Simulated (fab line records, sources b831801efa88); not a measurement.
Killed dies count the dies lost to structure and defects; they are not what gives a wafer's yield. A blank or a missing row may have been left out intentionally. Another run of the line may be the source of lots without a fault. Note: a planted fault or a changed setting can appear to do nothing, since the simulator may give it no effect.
2 desks looking at one fault / flow gf180mcu / each desk holds nothing but its own numbers, with what lay behind them at the end

THE TOOL OWNER'S DESK: pecvd-04
The tool's own readings at GF_SAB_CVD_00 (deposits SiO2 from TEOS, target thk 50 nm, time 4.9302 s): means of the sampled wafers that have a number, for each lot that ran on this tool. A lot is out of limits, marked OUT, if its mean lies more than 4 standard deviations from the usual mean; the brackets give that distance.
Columns: A = heater-power-w at GF_SAB_CVD_00, usual 680 W; B = susceptor-temp-C at GF_SAB_CVD_00, usual 400.00 C
lot=L719; first seen here=day 14 07:51; A=674; B=400.11
lot=L723; first seen here=day 15 16:37; A=693; B=399.97
lot=L726; first seen here=day 16 14:04; A=667; B=399.85
lot=L734; first seen here=day 19 13:25; A=675; B=399.73
lot=L735; first seen here=day 19 21:40; A=749; B=399.98
lot=L737; first seen here=day 20 14:55; A=625; B=399.93
This desk's finding: nothing out of limits on any of the 6 lots.

FROM THE METROLOGY DESK
What the gauges read for every lot (on any tool): the sampled wafers with a number, averaged. A lot is out of limits, marked OUT, if its mean lies more than 4 standard deviations from the usual mean; the brackets give that distance.
Columns: A = SAB_CVD_00_THK at GF_SAB_THK_MEAS_01, usual 50.1 nm; B = V1_W_THK at GF_V1_THK_MEAS_25, usual 356 nm; C = V2_CVD_00_THK at GF_V2_THK_MEAS_01, usual 595 nm
lot=L719; first seen here=day 14 07:52; A=50.6; B=363; C=601
lot=L721; first seen here=day 14 20:26; A=50.1; B=360; C=588
lot=L723; first seen here=day 15 16:38; A=51.2; B=356; C=604
lot=L724; first seen here=day 16 01:34; A=49.4; B=349; C=591
lot=L725; first seen here=day 16 03:41; A=49.6; B=344; C=590
lot=L726; first seen here=day 16 14:05; A=50.7; B=351; C=591
lot=L730; first seen here=day 18 01:19; A=49.3; B=361; C=581
lot=L734; first seen here=day 19 13:26; A=43.3 (-8.8) OUT; B=355; C=584
lot=L735; first seen here=day 19 21:42; A=44.3 (-7.6) OUT; B=361; C=592
lot=L736; first seen here=day 20 06:17; A=50.0; B=347; C=596
lot=L737; first seen here=day 20 14:56; A=43.0 (-9.3) OUT; B=354; C=609
lot=L739; first seen here=day 21 14:58; A=50.0; B=359; C=604
lot=L741; first seen here=day 22 07:16; A=50.9; B=363; C=600
lot=L742; first seen here=day 22 07:30; A=49.9; B=360; C=595
This desk's result: L734, L735, L737 out of limits, first on L734 (SAB_CVD_00_THK at GF_SAB_THK_MEAS_01), day 19 13:26. Within limits: L719, L721, L723, L724, L725, L726, L730, L736, L739, L741, L742.

BROUGHT TOGETHER
An alarm was possible from the metrology desk at day 19 13:26, on L734, L735, L737.
Nothing out of limits was seen by the tool owner's desk.
On record at the tool owner's desk: L734, L735, L737, within its limits.
GF_SAB_CVD_00 was run on pecvd-04 by each of the lots named.

WHAT WAS PUT IN BY THE SIMULATOR
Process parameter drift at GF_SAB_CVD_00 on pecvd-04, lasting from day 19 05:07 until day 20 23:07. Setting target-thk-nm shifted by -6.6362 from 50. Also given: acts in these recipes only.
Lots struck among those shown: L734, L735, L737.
Time in hours between the start of the fault and the first out-of-limits reading at each desk: metrology desk, 8.
